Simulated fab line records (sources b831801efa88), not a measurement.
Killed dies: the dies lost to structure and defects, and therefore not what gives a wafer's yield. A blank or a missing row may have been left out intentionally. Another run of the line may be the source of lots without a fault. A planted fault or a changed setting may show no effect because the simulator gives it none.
What tool caused it? || flow gf180mcu || 13 lots (38 wafers sampled), 1 step of a 602-step route

## WHAT THE GAUGES SHOWED, per wafer
GF_V5_THK_MEAS_01.
{"lot": "L427", "measured": "day 26 02:11", "on": "filmMetro-01", "V5_CVD_00_THK (nm)": "303 302 310"}
{"lot": "L429", "measured": "day 26 22:14", "on": "filmMetro-01", "V5_CVD_00_THK (nm)": "297 298 292"}
{"lot": "L430", "measured": "day 27 05:23", "on": "filmMetro-01", "V5_CVD_00_THK (nm)": "306 294 305"}
{"lot": "L431", "measured": "day 27 09:09", "on": "filmMetro-01", "V5_CVD_00_THK (nm)": "293 303 303"}
{"lot": "L432", "measured": "day 27 17:17", "on": "filmMetro-03", "V5_CVD_00_THK (nm)": "297 299 297"}
{"lot": "L433", "measured": "day 28 03:56", "on": "filmMetro-01", "V5_CVD_00_THK (nm)": "294 302 293"}
{"lot": "L435", "measured": "day 28 19:13", "on": "filmMetro-01", "V5_CVD_00_THK (nm)": "301 304"}
{"lot": "L443", "measured": "day 30 21:14", "on": "filmMetro-03", "V5_CVD_00_THK (nm)": "297 298 303"}
{"lot": "L444", "measured": "day 31 15:04", "on": "filmMetro-01", "V5_CVD_00_THK (nm)": "294 298 297"}
{"lot": "L445", "measured": "day 31 15:07", "on": "filmMetro-01", "V5_CVD_00_THK (nm)": "302 305 301"}
{"lot": "L446", "measured": "day 31 19:28", "on": "filmMetro-01", "V5_CVD_00_THK (nm)": "294 294 300"}
{"lot": "L447", "measured": "day 32 02:10", "on": "filmMetro-03", "V5_CVD_00_THK (nm)": "298 294 300"}
{"lot": "L449", "measured": "day 33 01:01", "on": "filmMetro-01", "V5_CVD_00_THK (nm)": "308 300 303"}

## TOOL THAT RAN EACH LOT (tool first, then ch and the chambers of the sampled wafers, then the start)
The record holds no process step before these readings.

## AS READ BY THE TOOLS THEMSELVES (means over the sampled wafers that have a number; for cases with no such wafer, the mark the record gives instead)
The record holds no such reading with a usual standard deviation.

## THE ANSWER, worked out from the rows above alone
Rule: the usual values come from the lots themselves. The widest of any qualifying gaps counts: lots, ordered by their means at a reading, are off when they make up no more than a third of the lots, leave a main group of 4 or more, and stand apart from it by 3 or more times the standard deviation of that group's means. The tables above print the reading to a certain number of digits; a main group whose means all agree to those digits is not used. Also off: a lot with no number at a reading for which 4 or more lots have one. Any other lot the step has rows for is counted as sound. The gauges are gone through in route order, then the tools' own readings, and for those a lot's mean is taken as printed above. The first step at which some lot is off is used, and at that step the reading that is off furthest; a lot without a number counts as furthest.
None of the lots is off at any reading shown; this tells nothing.

## WHAT THE SIMULATOR HAD PUT IN
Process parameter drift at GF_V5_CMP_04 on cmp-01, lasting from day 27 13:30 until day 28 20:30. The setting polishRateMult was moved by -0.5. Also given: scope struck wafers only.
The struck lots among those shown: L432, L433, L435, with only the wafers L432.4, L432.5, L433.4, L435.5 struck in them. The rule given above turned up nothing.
